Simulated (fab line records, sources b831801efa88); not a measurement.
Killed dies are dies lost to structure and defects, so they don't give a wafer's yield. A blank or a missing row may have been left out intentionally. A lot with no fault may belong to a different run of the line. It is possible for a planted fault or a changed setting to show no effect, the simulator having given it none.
fab line records	flow gf180mcu
record lots=6	wafers=18	last_day=33
route steps=602 shown V2@391
lots that met no fault: from a run of the same line without faults
start_h: the number of hours between the record's first day and the start of the first shown wafer of the lot	wait_h: how many hours have passed since the lot's step before this one	" identical to the entry in the row above	L1.1+2: a row that stands for several wafers	- no value present, or no start provided	* or withheld: withheld	< > ~ a bound
route shown NAME@n: a module of which the file shows steps, and the number in the route of the first	usual: mean and standard deviation over wafers with no fault	same: alike in all rows	chamber/n: place in a boat	sites: each site's reading	_std_site: standard deviation of those values	_edge_site: mean of outer sites minus mean of inner sites	radius_mm: how far each site lies from the wafer's centre	mask NAME#n: copy n	behind: the most recent tool/chamber to have shaped the wafer	hold: why the lot was held/for how many hours/how that ended	device: transistor that didn't switch, given as n, p or np	end of line: at the end of the route, the tests of the same wafers	for a step that has no rows: nothing shown but its recipe	killed: the dies lost at the first sort to structure and to defects; this is not the yield of the wafer	map: the dies of a wafer, with x for killed, . for not killed, _ for no die there
set.NAME: the setting the step ran with; set.NAME@STEP: the setting that earlier step ran with	model.NAME: the simulator's own value behind a step, which no gauge read
a table for each step, a row for each wafer; lots at some steps of the route
services: from which hour (start_h, from the record's first day; less than 0 if before it) a tool's chamber was out of use, for how many hours, and why
## steps
# step GF_V2_COAT_09
# recipe resist=KrF	spin_rpm=withheld	resist_thk_nm=1000
# step GF_V2_SOFTBAKE_10
# recipe temp_c=130	time_s=60	resist=KrF
# step GF_V2_EXPOSE_11
# recipe mask_id=Via2	target_cd_nm=260	na=0.68	source_shape=conventional	sigma_outer=0.6	dose_mj=38
# step GF_V2_PEB_12
# recipe peb_temp_c=135	peb_time_s=90	resist=KrF
# step GF_V2_DEVELOP_13
# recipe develop_time_s=60	resist=KrF	dev_temp_c=21
# step GF_V2_CD_MEAS_14
# recipe target_cd_nm=260
# usual cd_nm=259.6/1.3
lot.wafer	tool	chamber	start_h	wait_h	cd_nm
L948.1	cd_sem-02	-	484.85	0.1	258.0
L948.2	"	-	"	"	258.9
L948.5	"	-	"	"	258.5
L949.1	cd_sem-02	-	496.37	0.2	258.4
L949.3	"	-	"	"	259.2
L949.5	"	-	"	"	259.1
L953.4	cd_sem-02	-	526.96	0.1	257.7
L953.5	"	-	"	"	257.8
L953.6	"	-	"	"	256.7
L954.2	cd_sem-02	-	536.09	0.1	260.4
L954.4	"	-	"	"	259.9
L954.6	"	-	"	"	260.7
L963.1	cd_sem-01	-	609.50	0.1	258.4
L963.2	"	-	"	"	257.2
L963.4	"	-	"	"	258.8
L965.2	cd_sem-01	-	618.94	0.1	259.6
L965.4	"	-	"	"	259.0
L965.6	"	-	"	"	259.7
# step GF_V2_OVL_MEAS_15
# usual V2_OVL=2/5.7
lot.wafer	tool	chamber	start_h	wait_h	V2_OVL[nm]
L948.1	overlay-02	-	484.97	0.1	2
L948.2	"	-	"	"	-6
L948.5	"	-	"	"	4
L949.1	overlay-02	-	496.49	0.1	7
L949.3	"	-	"	"	-3
L949.5	"	-	"	"	9
L953.4	overlay-02	-	527.03	0.1	-1
L953.5	"	-	"	"	4
L953.6	"	-	"	"	-4
L954.2	overlay-01	-	536.20	0.1	-3
L954.4	"	-	"	"	4
L954.6	"	-	"	"	1
L963.1	overlay-01	-	609.62	0.1	9
L963.2	"	-	"	"	0
L963.4	"	-	"	"	4
L965.2	overlay-02	-	619.05	0.1	2
L965.4	"	-	"	"	-4
L965.6	"	-	"	"	1
# step GF_V2_ETCH_16
# recipe chemistry=N2/H2	target_depth_a=withheld	overetch_a=withheld	time_s=withheld	target=BARC	ion_energy_ev=200	source_w=500	bias_w=100	pressure_mtorr=30	n2_flow_sccm=100	h2_flow_sccm=200
# usual drypump_motor_current_A=5.9/0.37	oes_product_au=0.855/0.0044	throttle_valve_pct=13.226/0.0094
lot.wafer	tool	chamber	start_h	wait_h	drypump_motor_current_A	oes_product_au	throttle_valve_pct
L948.1	rie_diel-01	2	485.00	0.0	6.0	0.857	13.236
L948.2	"	0	"	"	5.3	0.860	13.225
L948.5	"	0	"	"	5.3	0.863	13.241
L949.1	rie_diel-01	0	496.52	0.0	5.3	0.858	13.228
L949.3	"	2	"	"	6.0	0.855	13.225
L949.5	"	2	"	"	6.0	0.847	13.218
L953.4	rie_diel-02	3	527.05	0.0	5.4	0.850	13.225
L953.5	"	2	"	"	6.0	0.858	13.233
L953.6	"	3	"	"	5.4	0.856	13.229
L954.2	rie_diel-03	2	536.23	0.0	6.5	0.849	13.226
L954.4	"	0	"	"	6.0	0.863	13.211
L954.6	"	0	"	"	6.0	0.861	13.250
L963.1	rie_diel-03	2	609.65	0.0	6.4	0.855	13.238
L963.2	"	0	"	"	6.0	0.850	13.226
L963.4	"	3	"	"	6.2	0.856	13.240
L965.2	rie_diel-03	3	619.08	0.0	6.2	0.857	13.228
L965.4	"	1	"	"	5.6	0.852	13.221
L965.6	"	2	"	"	6.5	0.861	13.215
# step GF_V2_ETCH_17
# recipe chemistry=C4F8/O2/Ar	mask_material=KrF	target=SiO2	stop_on=TiN	source_w=1500	bias_w=1200	pressure_mtorr=40	c4f8_flow_sccm=withheld	O2_flow_sccm=6	Ar_flow_sccm=300	time_s=withheld	target_depth_a=6300
# usual oes_product_au=0.855/0.0046
lot.wafer	tool	chamber	start_h	wait_h	oes_product_au
L948.1	rie_diel-01	2	-	-	0.856
L948.2	"	0	"	"	0.852
L948.5	"	0	"	"	0.859
L949.1	rie_diel-01	0	-	-	0.856
L949.3	"	2	"	"	0.860
L949.5	"	2	"	"	0.856
L953.4	rie_diel-02	3	-	-	0.852
L953.5	"	2	"	"	0.864
L953.6	"	3	"	"	0.851
L954.2	rie_diel-03	2	-	-	0.853
L954.4	"	0	"	"	0.865
L954.6	"	0	"	"	0.854
L963.1	rie_diel-03	2	-	-	0.852
L963.2	"	0	"	"	0.856
L963.4	"	3	"	"	0.858
L965.2	rie_diel-03	3	-	-	0.851
L965.4	"	1	"	"	0.847
L965.6	"	2	"	"	0.855
# step GF_V2_STRIP_18
# recipe chemistry=O2/N2	power_w=1400	pressure_mtorr=1500	platen_temp_c=250	o2_flow_sccm=3000	n2_flow_sccm=300	overash_fraction=0.5
# usual drypump_motor_current_A=5.8/0.6	heater_power_w=317/28	oes_product_au=0.592/0.0054
lot.wafer	tool	chamber	start_h	wait_h	drypump_motor_current_A	heater_power_w	oes_product_au	rf_hours_counter_h
L948.1	plasma_asher-01	1	485.13	-	6.3	277	0.590	73
L948.2	"	0	"	"	5.5	333	0.601	73
L948.5	"	1	"	"	6.3	282	0.597	-
L949.1	plasma_asher-03	1	496.65	-	6.5	306	0.592	39
L949.3	"	0	"	"	4.8	367	0.588	-
L949.5	"	1	"	"	6.5	316	0.586	-
L953.4	plasma_asher-04	1	527.21	-	6.2	347	0.595	-
L953.5	"	1	"	"	6.2	338	0.588	-
L953.6	"	0	"	"	5.2	310	0.594	-
L954.2	plasma_asher-01	1	536.36	-	6.3	283	0.589	79
L954.4	"	0	"	"	5.6	312	0.594	-
L954.6	"	1	"	"	6.3	281	0.595	-
L963.1	plasma_asher-01	1	609.78	-	6.3	280	0.598	86
L963.2	"	0	"	"	5.5	333	0.591	86
L963.4	"	1	"	"	6.3	278	0.596	-
L965.2	plasma_asher-03	1	619.21	-	6.5	307	0.583	54
L965.4	"	0	"	"	4.8	364	0.588	-
L965.6	"	0	"	"	4.8	364	0.587	-
# step GF_V2_STRIP_19
# recipe chemistry=post_etch_residue_remover	time_s=1200	temp_c=72.5
# step GF_V2_CLEAN_20
# recipe chemistry=DIW	dry=n2_spin
# step GF_V2_SPUTTER_21
# recipe material=Ti	target_thk_nm=15	chamber_pressure_pa=5	power_w=2500	substrate_temp_c=200	time_s=80.02
# usual cathode_dc_power_W=2500.0/0.46	chamber_pressure_pa=5.001/0.01	throttle_valve_pct=29.9/0.96	time_s=80.02/0
lot.wafer	tool	chamber	start_h	wait_h	cathode_dc_power_W	chamber_pressure_pa	throttle_valve_pct	time_s
L948.1	pvd_sputter-01	-	485.67	0.0	2499.6	4.990	29.1	80.02
L948.2	"	-	"	"	2498.6	4.999	28.1	80.02
L948.5	"	-	"	"	2499.9	5.005	30.6	80.02
L949.1	pvd_sputter-01	-	497.20	0.0	2500.2	5.022	28.9	80.02
L949.3	"	-	"	"	2500.0	4.999	30.1	80.02
L949.5	"	-	"	"	2500.4	5.022	29.2	80.02
L953.4	pvd_sputter-01	-	527.75	0.0	-	-	-	-
L953.5	"	-	"	"	-	-	-	-
L953.6	"	-	"	"	-	-	-	-
L954.2	pvd_sputter-04	-	536.90	0.0	-	-	-	-
L954.4	"	-	"	"	-	-	-	-
L954.6	"	-	"	"	-	-	-	-
L963.1	pvd_sputter-03	-	610.31	0.0	2499.1	4.979	30.2	80.02
L963.2	"	-	"	"	2500.1	5.004	31.3	80.02
L963.4	"	-	"	"	2500.5	4.979	28.5	80.02
L965.2	pvd_sputter-03	-	619.75	0.0	2500.3	5.003	30.1	80.02
L965.4	"	-	"	"	2500.6	4.986	30.7	80.02
L965.6	"	-	"	"	2501.1	5.001	30.5	80.02
# step GF_V2_SPUTTER_22
# recipe material=TiN	target_thk_nm=10	chamber_pressure_pa=5	power_w=4000	time_s=40
# usual cathode_dc_power_W=4000.0/0.76	chamber_pressure_pa=5.000/0.011	throttle_valve_pct=29.8/0.99
# same time_s=40
lot.wafer	tool	chamber	start_h	wait_h	cathode_dc_power_W	chamber_pressure_pa	throttle_valve_pct
L948.1	pvd_sputter-01	-	485.73	0.0	3998.8	4.982	28.9
L948.2	"	-	"	"	4000.7	4.989	27.8
L948.5	"	-	"	"	3998.7	5.001	30.4
L949.1	pvd_sputter-01	-	497.26	0.0	3999.3	5.007	28.8
L949.3	"	-	"	"	4002.0	4.984	29.9
L949.5	"	-	"	"	3998.5	5.007	29.1
L953.4	pvd_sputter-01	-	527.81	0.0	4000.4	4.994	30.4
L953.5	"	-	"	"	3999.8	4.998	29.2
L953.6	"	-	"	"	3998.7	4.991	28.0
L954.2	pvd_sputter-04	-	536.96	0.0	4001.3	4.999	30.0
L954.4	"	-	"	"	3999.2	4.997	28.7
L954.6	"	-	"	"	3999.6	4.991	28.9
L963.1	pvd_sputter-03	-	610.37	0.0	3998.6	5.017	30.4
L963.2	"	-	"	"	4000.0	4.994	31.1
L963.4	"	-	"	"	4000.7	4.980	28.6
L965.2	pvd_sputter-03	-	619.81	0.0	4000.8	4.987	30.0
L965.4	"	-	"	"	3999.4	5.001	30.8
L965.6	"	-	"	"	3999.4	5.012	31.0
# step GF_V2_CVD_23
# recipe material=W	target_thk_nm=350	time_s=104.94	temp_c=400	pressure_torr=40
# usual heater_power_w=884/39
# same time_s=104.94
lot.wafer	tool	chamber	start_h	wait_h	heater_power_w
L948.1	cvd_w-01	1	485.77	0.0	845
L948.2	"	0	"	"	927
L948.5	"	0	"	"	918
L949.1	cvd_w-01	0	497.30	0.0	926
L949.3	"	0	"	"	943
L949.5	"	0	"	"	927
L953.4	cvd_w-02	0	527.88	0.1	870
L953.5	"	0	"	"	886
L953.6	"	1	"	"	904
L954.2	cvd_w-01	0	537.00	0.0	914
L954.4	"	0	"	"	929
L954.6	"	1	"	"	829
L963.1	cvd_w-01	0	610.41	0.0	951
L963.2	"	1	"	"	834
L963.4	"	0	"	"	970
L965.2	cvd_w-02	0	619.85	0.0	872
L965.4	"	1	"	"	909
L965.6	"	1	"	"	899
## services
tool	chamber	start_h	hours	kind
rie_diel-01	3	464.60	87.3	repair
pvd_sputter-04	-	465.95	21.9	repair
pvd_sputter-04	-	477.51	10.6	repair
rie_diel-03	2	491.62	4.1	repair
rie_diel-03	-	498.49	14.6	pm
rie_diel-01	-	498.68	2.8	pm
plasma_asher-04	-	511.94	6.3	repair
plasma_asher-04	-	531.33	1.1	repair
rie_diel-02	-	536.44	4.3	pm
cvd_w-01	-	539.88	2.8	pm
rie_diel-03	2	541.72	1.3	repair
rie_diel-01	1	551.85	-	clean
rie_diel-01	1	551.85	23.0	scheduled_down
plasma_asher-01	-	560.31	14.6	pm
cvd_w-01	0	569.17	8.6	repair
cvd_w-02	-	570.58	1.4	repair
rie_diel-02	0	577.37	10.9	repair
pvd_sputter-01	-	585.84	1.5	repair
pvd_sputter-04	-	593.31	0.8	repair
cvd_w-02	0	598.16	19.2	repair
plasma_asher-03	-	599.68	2.1	repair
cvd_w-01	-	603.91	0.7	repair
rie_diel-02	1	604.80	4.0	repair
pvd_sputter-03	-	605.84	1.2	repair
## key
first_sign step=GF_V2_SPUTTER_21	reading=tool_record	direction=missing
effect none on later readings
met_at GF_V2_SPUTTER_21
struck_wafers L953.4,L953.5,L953.6,L954.2,L954.4,L954.6
later_rows_left_out L953.4,L953.5,L953.6,L954.2,L954.4,L954.6
sort_left_out L953.4,L953.5,L953.6,L954.2,L954.4,L954.6
onset_between 497.20 527.75
fault kind=skipped_step_whole	tool=pvd_sputter-01,pvd_sputter-04	chamber=-	onset_h=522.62	steps=GF_V2_SPUTTER_21	scope=struck_lots_only
# sort_left_out: the simulated sort isn't trusted on such a fault, so these wafers' sort isn't shown, and their yield isn't known
# later_rows_left_out: the simulator's readings of these wafers behind a module that went badly wrong aren't trusted and aren't shown, but for the sort
